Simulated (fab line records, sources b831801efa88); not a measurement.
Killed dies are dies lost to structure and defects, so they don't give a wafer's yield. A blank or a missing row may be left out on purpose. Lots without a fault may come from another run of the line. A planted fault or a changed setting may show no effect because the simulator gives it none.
Chamber matching | flow gf180mcu | GF_V2_CMP_04 on cmp-01: 4 sister chambers
The step polishes SiO2. 7 wafers are shown with their chamber, then 8 later ones without.

WAFERS WITH THEIR CHAMBER
wafer  | chamber | motor_current_A (A) | time_to_endpoint_s (s)
L966.4 | 0       | 13.0                | 74
L968.2 | 1       | 12.1                | 80
L969.1 | 3       | 12.3                | 75
L969.2 | 1       | 12.0                | 66
L972.2 | 3       | 12.7                | 80
L972.5 | 2       | 12.4                | 86
L976.2 | 2       | 12.2                | 74

WAFERS WITHOUT THEIR CHAMBER
wafer  | motor_current_A (A) | time_to_endpoint_s (s)
L976.4 | 12.9                | 77
L976.5 | 12.1                | 79
L978.2 | 12.8                | 72
L978.4 | 12.2                | 76
L978.6 | 11.4                | 77
L988.2 | 11.7                | 75
L988.4 | 12.4                | 79
L988.5 | 13.1                | 76

WHICH CHAMBER EACH WENT THROUGH
wafer  | from the rows above          | in truth
L976.4 | can't be placed: 0 or 3      | 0
L976.5 | can't be placed: 1 or 2 or 3 | 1
L978.2 | can't be placed: 0 or 3 or 2 | 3
L978.4 | can't be placed: 2 or 1 or 3 | 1
L978.6 | can't be placed: 1 or 2      | 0
L988.2 | can't be placed: 1 or 2      | 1
L988.4 | can't be placed: 2 or 3 or 1 | 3
L988.5 | 0                            | 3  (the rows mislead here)
Placed correctly: 0 of 8. Can't be placed from these rows: 7 (the true chamber is among the candidates in 6). Placed wrongly: 1.
How it was worked out, from the rows above alone: a wafer's distance from a chamber is the root of the sum, over the readings, of the square of ((its reading less the chamber's mean) divided by the reading's scatter). The wafer belongs to the nearest chamber; if the next one is less than 2 further off, it can't be placed. A chamber's mean is the mean of its shown wafers. The scatter: the root of (the sum of the squares of (reading less its chamber's mean) over the shown wafers, divided by (wafers less chambers)).
